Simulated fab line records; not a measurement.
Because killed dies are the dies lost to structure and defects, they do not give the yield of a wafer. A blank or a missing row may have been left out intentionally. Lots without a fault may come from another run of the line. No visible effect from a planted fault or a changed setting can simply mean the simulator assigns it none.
fab line records	flow sky130
record: lots: 7	wafers: 21	lastDay: 50
route steps=708 shown PWDE@52 NWELL@56 PAD_OPEN@708
lots that met no fault: from a run of the same line without faults
startH: hours from the record's opening day to when the first of the lot's shown wafers began	waitH: time in hours since the lot's previous step	" the same as in the row above	L1.1+2: one row covering several wafers at once	- no value, or no start was given	* or withheld: withheld	< > ~ a bound
route shown NAME@n: names a module that has steps shown in the file, with the first one's number in the route	usual: mean/standard deviation of fault-free wafers	same: alike in all rows	chamber/n: place in a boat	sites: per-site readings	_std_site: standard deviation of those values	_edge_site: outer sites' mean less inner sites'	radiusMm: how far each site lies from the wafer's centre	mask NAME#n: copy n	behind: tool/chamber where the wafer was last shaped	hold: why the lot was held/for how many hours/how that ended	device: the transistor (n, p or np) that didn't switch	end of line: the route-end tests of the same wafers	step lacking rows: just its recipe	killed: at the first sort, the dies lost to defects and structure; wafer yield is something else	map: per-die view of a wafer (x killed, . not killed, _ where there is no die)
set.NAME: the setting that was run; set.NAME@STEP: the one run at that earlier step	model.NAME: the simulator's own value behind a step, which no gauge read
certain route steps with their lots: each step a table, each wafer a row
services: a tool's chamber out of use, with start hour (startH, from the record's first day; less than 0 if before it), hours out, and reason
== steps ==
step: SKY_PWDE_OVL_MEAS_07
usual: PWDE_OVL: 0.0/1.3
lot.wafer	tool	chamber	startH	waitH	PWDE_OVL[nm]
L691.2	overlay-02	-	71.96	-	2.0
L691.4	"	-	"	"	-0.3
L691.5	"	-	"	"	-0.4
L701.1	overlay-01	-	126.10	-	0.4
L701.3	"	-	"	"	-2.3
L701.5	"	-	"	"	-1.0
L702.1	overlay-01	-	126.80	-	0.5
L702.4	"	-	"	"	2.0
L702.6	"	-	"	"	3.3
L703.2	overlay-01	-	133.13	-	0.5
L703.5	"	-	"	"	-0.2
L703.6	"	-	"	"	0.8
L704.4	overlay-02	-	139.91	-	-2.6
L704.5	"	-	"	"	-2.5
L704.6	"	-	"	"	-0.6
L706.1	overlay-02	-	154.10	-	1.0
L706.2	"	-	"	"	0.1
L706.6	"	-	"	"	0.0
L714.2	overlay-02	-	196.83	-	0.8
L714.3	"	-	"	"	-1.2
L714.6	"	-	"	"	-0.3
step: SKY_PWDE_IMPLANT_08
recipe: species: B	energyKev: 150	doseCm2: 3.6e+12	tiltDeg: withheld
step: SKY_PWDE_STRIP_09
recipe: chemistry: O2/N2	powerW: 1400	pressureMtorr: 1500	platenTempC: withheld	o2FlowSccm: 3000	n2FlowSccm: 300	overashFraction: 0.5
usual: drypumpMotorCurrentA: 5.5/0.46	oesProductAu: 0.723/0.0044	stripTimeToEndpointS: 36.92/0.11
lot.wafer	tool	chamber	startH	waitH	drypumpMotorCurrentA	oesProductAu	rfHoursCounterH	stripTimeToEndpointS
L691.2	plasmaAsher-01	1	72.54	0.1	5.7	0.723	40	36.88
L691.4	"	0	"	"	6.1	0.715	-	36.88
L691.5	"	0	"	"	6.1	0.722	-	36.90
L701.1	plasmaAsher-01	0	126.29	0.1	6.1	0.719	46	36.76
L701.3	"	0	"	"	6.1	0.724	-	36.73
L701.5	"	1	"	"	5.7	0.730	-	36.75
L702.1	plasmaAsher-02	0	126.99	0.1	4.9	0.715	32	37.01
L702.4	"	0	"	"	4.9	0.717	-	36.94
L702.6	"	0	"	"	4.9	0.724	-	36.93
L703.2	plasmaAsher-03	1	133.31	0.1	5.2	0.722	40	36.84
L703.5	"	0	"	"	5.3	0.722	-	36.89
L703.6	"	1	"	"	5.3	0.723	-	36.91
L704.4	plasmaAsher-03	0	140.11	0.1	5.3	0.725	-	37.22
L704.5	"	1	"	"	5.3	0.725	-	37.12
L704.6	"	0	"	"	5.3	0.722	-	37.10
L706.1	plasmaAsher-02	0	154.29	0.1	4.9	0.731	35	37.03
L706.2	"	1	"	"	6.1	0.726	35	36.98
L706.6	"	1	"	"	6.1	0.712	-	37.05
L714.2	plasmaAsher-03	0	197.01	0.1	5.3	0.726	46	36.98
L714.3	"	0	"	"	5.3	0.730	-	36.81
L714.6	"	1	"	"	5.2	0.721	-	36.90
step: SKY_PWDE_TW_MEAS_10
usual: PWDE_TW: 372.0/2
lot.wafer	tool	chamber	startH	waitH	PWDE_TW
L691.2	filmMetro-01	-	72.65	0.1	374.3
L691.4	"	-	"	"	371.6
L691.5	"	-	"	"	372.0
L701.1	filmMetro-04	-	126.40	0.1	373.0
L701.3	"	-	"	"	375.8
L701.5	"	-	"	"	376.3
L702.1	filmMetro-03	-	127.09	0.1	371.8
L702.4	"	-	"	"	370.1
L702.6	"	-	"	"	370.6
L703.2	filmMetro-04	-	133.44	0.1	375.4
L703.5	"	-	"	"	375.6
L703.6	"	-	"	"	375.3
L704.4	filmMetro-04	-	140.20	0.1	375.5
L704.5	"	-	"	"	374.4
L704.6	"	-	"	"	375.7
L706.1	filmMetro-01	-	154.39	0.1	370.1
L706.2	"	-	"	"	371.9
L706.6	"	-	"	"	371.5
L714.2	filmMetro-04	-	197.12	0.1	370.9
L714.3	"	-	"	"	369.1
L714.6	"	-	"	"	369.5
step: SKY_NWELL_DEHYDRATE_03
recipe: tempC: 200	timeS: 60
step: SKY_NWELL_HMDS_04
recipe: primeTimeS: 60	primeTempC: 120
step: SKY_NWELL_COAT_05
recipe: spinRpm: 2000	resistThkNm: 3000
step: SKY_NWELL_SOFTBAKE_06
recipe: tempC: 110	timeS: withheld
step: SKY_NWELL_EXPOSE_07
recipe: maskId: NWM	na: 0.6	sourceShape: conventional	sigmaOuter: 0.6	polarization: unpolarized	targetCdNm: 840	doseMj: 255
step: SKY_NWELL_PEB_08
recipe: tempC: 115	timeS: withheld
step: SKY_NWELL_DEVELOP_09
recipe: wallAngleDeg: 90	developer: TMAH	developTimeS: 60	devTempC: 23
step: SKY_NWELL_OVL_MEAS_10
usual: NWELL_00_OVL: -1.5/1.3
lot.wafer	tool	chamber	startH	waitH	NWELL_00_OVL[nm]
L691.2	overlay-01	-	88.74	-	-1.4
L691.4	"	-	"	"	-2.1
L691.5	"	-	"	"	-0.6
L701.1	overlay-01	-	145.06	-	-2.0
L701.3	"	-	"	"	-1.4
L701.5	"	-	"	"	-1.7
L702.1	overlay-02	-	145.76	-	-2.1
L702.4	"	-	"	"	-1.7
L702.6	"	-	"	"	0.1
L703.2	overlay-01	-	152.51	-	-2.1
L703.5	"	-	"	"	-2.3
L703.6	"	-	"	"	-2.0
L704.4	overlay-02	-	159.31	-	-2.9
L704.5	"	-	"	"	-2.3
L704.6	"	-	"	"	-2.2
L706.1	overlay-01	-	174.70	-	0.8
L706.2	"	-	"	"	0.3
L706.6	"	-	"	"	-2.6
L714.2	overlay-01	-	218.84	-	-3.1
L714.3	"	-	"	"	-3.0
L714.6	"	-	"	"	-0.5
step: SKY_NWELL_IMPLANT_11
recipe: species: P	energyKev: 400	doseCm2: 1.9e+13	tiltDeg: withheld
lot.wafer	tool	chamber	startH	waitH
L691.2+4+5	implanter-02	0	88.80	0.0
L701.1+3+5	implanter-04	0	145.09	0.0
L702.1+4+6	implanter-02	0	145.79	0.0
L702.1+4+6	implanter-02	0	146.11	0.3
L703.2+5+6	implanter-02	0	152.56	0.0
L704.4+5+6	implanter-02	0	159.40	0.1
L704.4+5+6	implanter-02	0	159.72	0.3
L706.1+2+6	implanter-01	0	174.74	0.0
L706.1+2+6	implanter-01	0	175.06	0.3
L714.2+3+6	implanter-04	0	218.90	0.0
step: SKY_NWELL_IMPLANT_12
recipe: species: P	energyKev: 120	doseCm2: 1.3e+12	tiltDeg: withheld
step: SKY_NWELL_IMPLANT_13
recipe: species: P	energyKev: 50	doseCm2: 7e+11	tiltDeg: withheld
step: SKY_NWELL_STRIP_14
recipe: chemistry: O2/N2	powerW: 1400	pressureMtorr: 1500	platenTempC: withheld	o2FlowSccm: 3000	n2FlowSccm: 300	overashFraction: 0.5
usual: drypumpMotorCurrentA: 5.6/0.59	oesProductAu: 0.722/0.0048	stripTimeToEndpointS: 36.95/0.11
lot.wafer	tool	chamber	startH	waitH	drypumpMotorCurrentA	oesProductAu	rfHoursCounterH	stripTimeToEndpointS
L691.2	plasmaAsher-04	0	89.22	0.1	6.6	0.719	45	36.93
L691.4	"	1	"	"	5.5	0.717	-	37.04
L691.5	"	1	"	"	5.5	0.729	-	36.99
L701.1	plasmaAsher-02	1	145.54	0.1	6.2	0.724	34	36.96
L701.3	"	0	"	"	4.9	0.719	-	36.86
L701.5	"	1	"	"	6.1	0.728	-	36.87
L702.1	plasmaAsher-02	0	146.56	0.1	4.9	0.720	34	37.01
L702.4	"	1	"	"	6.1	0.720	-	36.92
L702.6	"	1	"	"	6.2	0.726	-	36.91
L703.2	plasmaAsher-04	0	152.99	0.1	6.6	0.724	4	36.85
L703.5	"	1	"	"	5.5	0.726	-	36.93
L703.6	"	0	"	"	6.6	0.725	-	36.79
L704.4	plasmaAsher-02	0	160.12	0.1	4.9	0.723	-	36.92
L704.5	"	0	"	"	4.9	0.716	-	36.98
L704.6	"	1	"	"	6.1	0.716	-	36.96
L706.1	plasmaAsher-02	0	175.51	0.1	4.9	0.721	37	36.90
L706.2	"	1	"	"	6.2	0.719	37	36.89
L706.6	"	0	"	"	4.9	0.716	-	36.87
L714.2	plasmaAsher-02	0	219.32	0.1	4.9	0.730	41	36.88
L714.3	"	0	"	"	4.9	0.720	-	36.83
L714.6	"	1	"	"	6.2	0.719	-	36.86
step: SKY_NWELL_TW_MEAS_15
usual: NWELL_TW: 1813/12
lot.wafer	tool	chamber	startH	waitH	NWELL_TW
L691.2	filmMetro-03	-	89.33	0.1	1797
L691.4	"	-	"	"	1802
L691.5	"	-	"	"	1796
L701.1	filmMetro-03	-	145.64	0.1	1823
L701.3	"	-	"	"	1817
L701.5	"	-	"	"	1811
L702.1	filmMetro-03	-	146.66	0.1	2253
L702.4	"	-	"	"	2253
L702.6	"	-	"	"	2251
L703.2	filmMetro-03	-	153.10	0.1	1815
L703.5	"	-	"	"	1822
L703.6	"	-	"	"	1809
L704.4	filmMetro-01	-	160.22	0.1	2247
L704.5	"	-	"	"	2232
L704.6	"	-	"	"	2236
L706.1	filmMetro-04	-	175.61	0.1	2213
L706.2	"	-	"	"	2216
L706.6	"	-	"	"	2209
L714.2	filmMetro-03	-	219.43	0.1	1803
L714.3	"	-	"	"	1805
L714.6	"	-	"	"	1794
step: SKY_NWELL_DEHYDRATE_16
recipe: tempC: 200	timeS: 60
step: SKY_NWELL_HMDS_17
recipe: primeTimeS: 60	primeTempC: 120
step: SKY_NWELL_COAT_18
recipe: spinRpm: 2000	resistThkNm: 3000
step: SKY_NWELL_SOFTBAKE_19
recipe: tempC: 110	timeS: withheld
step: SKY_NWELL_EXPOSE_20
recipe: maskId: NWM_COMPLEMENT	na: 0.6	sourceShape: conventional	sigmaOuter: 0.6	polarization: unpolarized	targetCdNm: 840	doseMj: 260
step: SKY_NWELL_PEB_21
recipe: tempC: 115	timeS: withheld
step: SKY_NWELL_DEVELOP_22
recipe: wallAngleDeg: 90	developer: TMAH	developTimeS: 60	devTempC: 23
step: SKY_NWELL_OVL_MEAS_23
usual: NWELL_01_OVL: 0.4/1.1
lot.wafer	tool	chamber	startH	waitH	NWELL_01_OVL[nm]
L691.2	overlay-01	-	107.11	-	2.5
L691.4	"	-	"	"	2.6
L691.5	"	-	"	"	1.7
L701.1	overlay-01	-	165.90	-	-1.2
L701.3	"	-	"	"	1.9
L701.5	"	-	"	"	1.4
L702.1	overlay-02	-	165.96	-	0.3
L702.4	"	-	"	"	0.8
L702.6	"	-	"	"	-0.6
L703.2	overlay-02	-	173.21	-	0.5
L703.5	"	-	"	"	-1.7
L703.6	"	-	"	"	-0.4
L704.4	overlay-02	-	180.36	-	2.2
L704.5	"	-	"	"	2.2
L704.6	"	-	"	"	0.8
L706.1	overlay-01	-	196.35	-	1.8
L706.2	"	-	"	"	-0.4
L706.6	"	-	"	"	-0.6
L714.2	overlay-01	-	242.21	-	0.2
L714.3	"	-	"	"	0.2
L714.6	"	-	"	"	0.5
step: SKY_NWELL_IMPLANT_24
recipe: species: B	energyKev: 140	doseCm2: 9.2e+12	tiltDeg: withheld
step: SKY_NWELL_STRIP_25
recipe: chemistry: O2/N2	powerW: 1400	pressureMtorr: 1500	platenTempC: withheld	o2FlowSccm: 3000	n2FlowSccm: 300	overashFraction: 0.5
usual: drypumpMotorCurrentA: 5.7/0.61	oesProductAu: 0.722/0.0045	stripTimeToEndpointS: 36.92/0.13
lot.wafer	tool	chamber	startH	waitH	drypumpMotorCurrentA	oesProductAu	rfHoursCounterH	stripTimeToEndpointS
L691.2	plasmaAsher-02	0	107.29	0.1	4.9	0.727	30	36.86
L691.4	"	1	"	"	6.2	0.718	-	36.92
L691.5	"	0	"	"	4.9	0.717	-	36.95
L701.1	plasmaAsher-04	1	166.09	0.1	5.4	0.718	5	36.96
L701.3	"	0	"	"	6.6	0.727	-	37.11
L701.5	"	1	"	"	5.4	0.721	-	36.97
L702.1	plasmaAsher-03	0	166.14	0.1	5.3	0.729	44	36.85
L702.4	"	0	"	"	5.3	0.731	-	36.95
L702.6	"	0	"	"	5.3	0.721	-	36.86
L703.2	plasmaAsher-04	0	173.39	0.1	6.6	0.723	6	36.72
L703.5	"	1	"	"	5.5	0.723	-	36.80
L703.6	"	0	"	"	6.6	0.717	-	36.85
L704.4	plasmaAsher-04	0	180.56	0.1	6.6	0.722	-	36.99
L704.5	"	0	"	"	6.6	0.721	-	36.98
L704.6	"	1	"	"	5.5	0.718	-	36.99
L706.1	plasmaAsher-02	1	196.54	0.1	6.2	0.724	39	37.06
L706.2	"	0	"	"	4.9	0.718	39	37.05
L706.6	"	0	"	"	4.9	0.723	-	37.08
L714.2	plasmaAsher-04	1	242.39	0.1	5.4	0.718	12	37.11
L714.3	"	0	"	"	6.6	0.727	-	37.16
L714.6	"	1	"	"	5.4	0.724	-	37.07
step: SKY_NWELL_TW_MEAS_26
usual: NWELL_2_TW: 492/3.5
lot.wafer	tool	chamber	startH	waitH	NWELL_2_TW
L691.2	filmMetro-03	-	107.40	0.1	494
L691.4	"	-	"	"	492
L691.5	"	-	"	"	494
L701.1	filmMetro-03	-	166.19	0.1	498
L701.3	"	-	"	"	495
L701.5	"	-	"	"	497
L702.1	filmMetro-01	-	166.24	0.1	494
L702.4	"	-	"	"	493
L702.6	"	-	"	"	492
L703.2	filmMetro-04	-	173.50	0.1	486
L703.5	"	-	"	"	485
L703.6	"	-	"	"	484
L704.4	filmMetro-03	-	180.65	0.1	492
L704.5	"	-	"	"	492
L704.6	"	-	"	"	492
L706.1	filmMetro-03	-	196.64	0.1	494
L706.2	"	-	"	"	493
L706.6	"	-	"	"	495
L714.2	filmMetro-04	-	242.50	0.1	488
L714.3	"	-	"	"	487
L714.6	"	-	"	"	489
step: SKY_NWELL_CLEAN_27
recipe: chemistry: SC1/SC2	mix: 1:4:20	tempC: 70	timeS: 150	dry: n2Spin
step: SKY_NWELL_RTA_28
recipe: tempC: 1050	timeS: 30	idleTempC: 650	rampUpCPerS: 150	rampDownCPerS: 90	ambient: N2
usual: lampPowerPct: 25.30/0.058	wafer_temp_C_max: 1055.0/1
lot.wafer	tool	chamber	startH	waitH	lampPowerPct	wafer_temp_C_max
L691.2	rtpAnneal-02	0	107.53	0.0	25.31	1055.1
L691.4	"	0	"	"	25.26	1054.4
L691.5	"	0	"	"	25.32	1053.6
L701.1	rtpAnneal-02	0	166.30	0.0	25.36	1054.8
L701.3	"	0	"	"	25.32	1053.5
L701.5	"	0	"	"	25.31	1056.7
L702.1	rtpAnneal-01	0	166.35	0.0	25.33	1055.6
L702.4	"	0	"	"	25.33	1055.6
L702.6	"	0	"	"	25.34	1054.9
L703.2	rtpAnneal-02	0	173.62	0.0	25.32	1054.5
L703.5	"	0	"	"	25.30	1056.1
L703.6	"	0	"	"	25.31	1054.6
L704.4	rtpAnneal-02	0	180.78	0.1	25.24	1054.4
L704.5	"	0	"	"	25.34	1053.9
L704.6	"	0	"	"	25.25	1056.0
L706.1	rtpAnneal-01	0	196.75	0.0	25.32	1054.5
L706.2	"	0	"	"	25.35	1055.6
L706.6	"	0	"	"	25.35	1055.4
L714.2	rtpAnneal-02	0	242.62	0.0	25.30	1055.3
L714.3	"	0	"	"	25.32	1053.9
L714.6	"	0	"	"	25.33	1053.4
step: SKY_NWELL_RS_MEAS_29
recipe: thkMeasGauge: four-point-probe
usual: NWELL_RS: 624.6/1.7
lot.wafer	tool	chamber	startH	waitH	NWELL_RS[ohm/sq]
L691.2	filmMetro-04	-	107.63	0.1	627.8
L691.4	"	-	"	"	626.1
L691.5	"	-	"	"	626.5
L701.1	filmMetro-01	-	166.40	0.1	623.4
L701.3	"	-	"	"	625.5
L701.5	"	-	"	"	625.7
L702.1	filmMetro-03	-	166.45	0.1	430.5
L702.4	"	-	"	"	430.5
L702.6	"	-	"	"	430.7
L703.2	filmMetro-03	-	173.72	0.1	621.2
L703.5	"	-	"	"	620.5
L703.6	"	-	"	"	620.4
L704.4	filmMetro-01	-	180.89	0.1	430.5
L704.5	"	-	"	"	429.5
L704.6	"	-	"	"	429.9
L706.1	filmMetro-01	-	196.85	0.1	432.1
L706.2	"	-	"	"	431.5
L706.6	"	-	"	"	431.3
L714.2	filmMetro-01	-	242.72	0.1	626.1
L714.3	"	-	"	"	623.5
L714.6	"	-	"	"	627.5
step: SKY_PAD_OPEN_PROBE_99
usual: killed_at_M0_to_M3: 43/6.7	killed_at_M4_up: 3.1/1.9	killedAtContacts: 25/5	killedAtFrontEnd: 15/4	killedAtOther: 0.4/0.69	killedDies: 87/9.2	killedOpen: 46/7.1	killedShort: 40/6.8
same: grossDies: 492	killedAtBackSide: 0
lot.wafer	tool	chamber	startH	waitH	killed_at_M0_to_M3	killed_at_M4_up	killedAtContacts	killedAtFrontEnd	killedAtOther	killedDies	killedOpen	killedShort	model.etest.pfet_16v.rOnOhmUm	model.etest.nfet_16v.rOnOhmUm	model.etest.resNwell.lineOhmUm	model.etest.resNwell.rsOhmSq	model.etest.pfetG5v0d10v5.rOnOhmUm	model.etest.tip_p_5v.rsOhmSq	model.etest.resNwell.widthNm	model.etest.resIsoPwell.widthNm
L691.2	prober-01	-	1080.40	0.1	48	5	18	11	1	83	47	35	1.46e+04	1.406e+04	1072	895.9	4653	2833	830.2	2653
L691.4	prober-01	-	1080.50	0.2	40	2	28	15	2	87	45	41	1.532e+04	1.398e+04	1144	958.8	4544	2825	839.6	2647
L691.5	prober-01	-	1080.55	0.2	40	4	31	10	1	86	50	36	1.458e+04	1.395e+04	1082	903.8	4510	2811	829.8	2656
L701.1	prober-01	-	1141.32	0.1	53	2	22	18	0	95	56	38	1.606e+04	1.426e+04	1202	1030	4757	2856	851.5	2629
L701.3	prober-01	-	1141.42	0.2	45	4	21	18	0	88	41	46	1.479e+04	1.402e+04	1113	942.2	4776	2854	845.5	2651
L701.5	prober-01	-	1141.52	0.2	51	4	12	20	1	88	51	35	1.592e+04	1.42e+04	1193	1008	4810	2857	852.8	2642
L702.1	prober-02	-	1142.92	0.1	40	3	22	23	1	89	49	40	1.662e+04	1.268e+04	682.4	612.9	5054	3004	890.4	2587
L702.4	prober-02	-	1143.07	0.2	42	2	19	18	0	81	57	23	1.62e+04	1.267e+04	670.5	594	5008	3014	887.3	2603
L702.6	prober-02	-	1143.17	0.2	38	2	25	16	0	81	46	35	1.663e+04	1.262e+04	693.9	610.1	4999	3009	890.3	2597
L703.2	prober-01	-	1152.53	0.1	29	6	27	18	3	83	46	34	1.463e+04	1.409e+04	1067	876.5	4691	2835	827.1	2662
L703.5	prober-01	-	1152.68	0.2	40	2	15	15	1	73	42	30	1.524e+04	1.42e+04	1108	913.7	4762	2844	831.4	2639
L703.6	prober-01	-	1152.73	0.2	39	5	23	23	1	91	50	40	1.484e+04	1.416e+04	1085	888.6	4702	2828	823.8	2664
L704.4	prober-01	-	1156.09	0.2	46	2	34	12	0	94	58	36	1.654e+04	1.241e+04	663.7	583.9	4916	2995	892.5	2586
L704.5	prober-01	-	1156.14	0.2	59	3	17	13	0	92	58	33	1.677e+04	1.245e+04	679	600.8	4988	2955	895	2602
L704.6	prober-01	-	1156.19	0.2	41	4	20	16	0	81	36	44	1.73e+04	1.234e+04	703.2	638	4878	2969	895.7	2583
L706.1	prober-02	-	1168.67	0.1	45	2	20	17	0	84	53	30	1.717e+04	1.266e+04	721.9	632.6	5013	3019	875.8	2602
L706.2	prober-02	-	1168.72	0.1	45	2	27	18	0	92	53	38	1.642e+04	1.26e+04	684.3	595.1	4973	3020	871.9	2602
L706.6	prober-02	-	1168.92	0.2	44	1	31	11	1	88	52	35	1.684e+04	1.254e+04	701.9	617.8	4949	3012	879.4	2600
L714.2	prober-01	-	1204.66	0.1	33	1	24	17	1	76	41	35	1.53e+04	1.444e+04	1122	941.4	4853	2884	830.6	2648
L714.3	prober-01	-	1204.71	0.2	38	3	25	14	0	80	45	35	1.457e+04	1.414e+04	1086	890.3	4770	2843	823.1	2670
L714.6	prober-01	-	1204.86	0.2	43	7	30	15	0	95	46	49	1.443e+04	1.414e+04	1057	885.7	4771	2862	825.1	2655
killed by level:class
L691.2 VIA1:geometricParticle:open=12 VIA3:geometricParticle:open=10 VIA2:geometricParticle:open=8 FIELD_ISO:geometricParticle:short=7 LOCAL_INTERCONNECT:geometricParticle:short=5 CONTACT:geometricParticle:open=5 METAL1:geometricParticle:short=5 METAL2:geometricParticle:short=5
L691.4 CONTACT:geometricParticle:open=10 VIA2:geometricParticle:open=8 LOCAL_INTERCONNECT:geometricParticle:short=7 LI_CONTACT:geometricParticle:open=6 VIA1:geometricParticle:open=5 FIELD_ISO:geometricParticle:open=4 METAL1:geometricParticle:short=4 METAL2:geometricParticle:short=4
L691.5 CONTACT:geometricParticle:open=12 VIA1:geometricParticle:open=10 LI_CONTACT:geometricParticle:open=7 VIA2:geometricParticle:open=7 METAL1:geometricParticle:short=6 VIA3:geometricParticle:open=6 CONTACT:geometricParticle:short=5 LOCAL_INTERCONNECT:geometricParticle:short=4
L701.1 VIA1:geometricParticle:open=16 VIA3:geometricParticle:open=9 CONTACT:geometricParticle:open=7 VIA3:geometricParticle:short=6 FIELD_ISO:geometricParticle:short=5 VIA1:geometricParticle:short=5 FIELD_ISO:geometricParticle:open=4 POLY_GATE:geometricParticle:open=4
L701.3 VIA3:geometricParticle:open=8 METAL1:geometricParticle:short=7 CONTACT:geometricParticle:open=6 VIA1:geometricParticle:short=5 FIELD_ISO:geometricParticle:open=5 POLY_GATE:geometricParticle:short=5 LI_CONTACT:geometricParticle:open=5 LOCAL_INTERCONNECT:geometricParticle:short=5
L701.5 VIA1:geometricParticle:open=15 VIA3:geometricParticle:open=10 METAL1:geometricParticle:short=7 VIA1:geometricParticle:short=7 CONTACT:geometricParticle:open=6 LI_CONTACT:geometricParticle:open=4 VIA2:geometricParticle:open=4 METAL2:geometricParticle:short=4
L702.1 LOCAL_INTERCONNECT:geometricParticle:short=7 VIA1:geometricParticle:open=7 VIA2:geometricParticle:open=7 VIA3:geometricParticle:open=7 FIELD_ISO:geometricParticle:short=6 POLY_GATE:geometricParticle:short=6 LI_CONTACT:geometricParticle:open=6 FIELD_ISO:geometricParticle:open=5
L702.4 VIA1:geometricParticle:open=12 VIA3:geometricParticle:open=10 FIELD_ISO:geometricParticle:open=8 CONTACT:geometricParticle:open=8 VIA2:geometricParticle:open=6 LI_CONTACT:geometricParticle:open=4 LOCAL_INTERCONNECT:geometricParticle:short=4 FIELD_ISO:geometricParticle:short=3
L702.6 CONTACT:geometricParticle:open=12 VIA1:geometricParticle:open=10 METAL1:geometricParticle:short=6 FIELD_ISO:geometricParticle:short=5 VIA2:geometricParticle:open=5 FIELD_ISO:geometricParticle:open=4 POLY_GATE:geometricParticle:short=4 LI_CONTACT:geometricParticle:open=4
L703.2 CONTACT:geometricParticle:open=11 VIA1:geometricParticle:open=8 FIELD_ISO:geometricParticle:open=6 CONTACT:geometricParticle:short=5 METAL1:geometricParticle:short=5 POLY_GATE:geometricParticle:short=4 LI_CONTACT:geometricParticle:short=4 LI_CONTACT:geometricParticle:open=4
L703.5 VIA2:geometricParticle:open=9 CONTACT:geometricParticle:open=7 VIA1:geometricParticle:open=7 METAL1:geometricParticle:short=6 METAL2:geometricParticle:short=5 FIELD_ISO:geometricParticle:open=3 POLY_GATE:geometricParticle:open=3 POLY_GATE:geometricParticle:short=3
L703.6 LI_CONTACT:geometricParticle:open=9 FIELD_ISO:geometricParticle:open=8 CONTACT:geometricParticle:open=7 POLY_GATE:geometricParticle:open=6 METAL1:geometricParticle:short=6 LI_CONTACT:geometricParticle:short=5 VIA3:geometricParticle:open=5 VIA3:geometricParticle:short=5
L704.4 CONTACT:geometricParticle:open=16 VIA1:geometricParticle:open=13 VIA2:geometricParticle:open=7 LI_CONTACT:geometricParticle:open=6 CONTACT:geometricParticle:short=6 METAL2:geometricParticle:short=5 VIA3:geometricParticle:open=5 FIELD_ISO:geometricParticle:short=4
L704.5 VIA1:geometricParticle:open=14 VIA2:geometricParticle:open=10 VIA3:geometricParticle:open=9 METAL2:geometricParticle:short=6 LI_CONTACT:geometricParticle:open=6 CONTACT:geometricParticle:open=6 METAL1:geometricParticle:short=6 VIA1:geometricParticle:short=5
L704.6 VIA1:geometricParticle:short=7 VIA3:geometricParticle:open=6 LOCAL_INTERCONNECT:geometricParticle:short=6 CONTACT:geometricParticle:open=6 METAL1:geometricParticle:short=6 FIELD_ISO:geometricParticle:open=5 METAL2:geometricParticle:short=5 VIA2:geometricParticle:open=5
L706.1 CONTACT:geometricParticle:open=11 VIA2:geometricParticle:open=11 VIA1:geometricParticle:open=10 POLY_GATE:geometricParticle:open=7 METAL1:geometricParticle:short=7 LI_CONTACT:geometricParticle:open=5 FIELD_ISO:geometricParticle:short=4 METAL2:geometricParticle:short=4
L706.2 VIA1:geometricParticle:open=15 LI_CONTACT:geometricParticle:open=9 METAL1:geometricParticle:short=6 CONTACT:geometricParticle:open=6 METAL2:geometricParticle:short=6 POLY_GATE:geometricParticle:open=5 LI_CONTACT:geometricParticle:short=5 LOCAL_INTERCONNECT:geometricParticle:short=5
L706.6 CONTACT:geometricParticle:open=13 VIA1:geometricParticle:open=13 CONTACT:geometricParticle:short=8 METAL2:geometricParticle:short=7 FIELD_ISO:geometricParticle:open=5 LI_CONTACT:geometricParticle:open=5 VIA1:geometricParticle:short=5 VIA3:geometricParticle:open=5
L714.2 CONTACT:geometricParticle:open=9 METAL1:geometricParticle:short=8 VIA1:geometricParticle:open=6 LOCAL_INTERCONNECT:geometricParticle:short=5 VIA2:geometricParticle:open=5 FIELD_ISO:geometricParticle:open=3 FIELD_ISO:geometricParticle:short=3 CONTACT:geometricParticle:short=3
L714.3 CONTACT:geometricParticle:open=9 LI_CONTACT:geometricParticle:open=7 VIA1:geometricParticle:open=7 VIA3:geometricParticle:open=7 FIELD_ISO:geometricParticle:short=6 VIA1:geometricParticle:short=5 VIA2:geometricParticle:open=5 METAL3:geometricParticle:short=5
L714.6 VIA1:geometricParticle:open=10 METAL2:geometricParticle:short=9 CONTACT:geometricParticle:short=8 LI_CONTACT:geometricParticle:open=8 VIA3:geometricParticle:open=7 CONTACT:geometricParticle:open=6 LOCAL_INTERCONNECT:geometricParticle:short=5 METAL4:geometricParticle:short=5
== services ==
tool	chamber	startH	hours	kind
implanter-02	-	68.87	3.7	repair
implanter-04	-	103.13	4.9	pm
plasmaAsher-04	-	108.75	9.0	pm
plasmaAsher-04	0	108.75	9.0	ventCycle
plasmaAsher-04	1	108.75	9.0	ventCycle
plasmaAsher-04	0	117.75	-	clean
plasmaAsher-04	1	117.75	-	clean
implanter-01	-	133.50	16.3	pm
plasmaAsher-01	-	137.87	3.3	repair
implanter-04	-	152.97	2.3	repair
implanter-04	-	155.06	1.6	repair
implanter-01	-	173.06	1.4	repair
rtpAnneal-01	-	223.61	3.4	pm
== key ==
firstSign: step: SKY_NWELL_IMPLANT_11	reading: visit	direction: added
effect: step: SKY_NWELL_TW_MEAS_15	reading: NWELL_TW	direction: up	sigmas: 36	usual: 1813	struck: 2234
effect: step: SKY_NWELL_RS_MEAS_29	reading: NWELL_RS	direction: down	sigmas: 99+	usual: 624.6	struck: 430.7
modelEffect: step: SKY_PAD_OPEN_PROBE_99	value: etest.pfet_16v.rOnOhmUm	without: 1.508e+04	struck: 1.672e+04
metAt SKY_NWELL_IMPLANT_11
struckWafers L702.1,L702.4,L702.6,L704.4,L704.5,L704.6,L706.1,L706.2,L706.6
testerLeftOut L702,L704,L706
fault: kind: repeatedStepWhole	tool: implanter-01,implanter-02,implanter-04	chamber: -	onsetH: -	steps: SKY_NWELL_IMPLANT_11	times: 1	scope: struckLotsOnly
testerLeftOut: of these lots the tester's yield and bins aren't shown, on N5 and GAA mostly nor the transistor test; their killed dies are dies lost to structure and defects alone, not to doping, threshold or leakage, so they don't give the yield
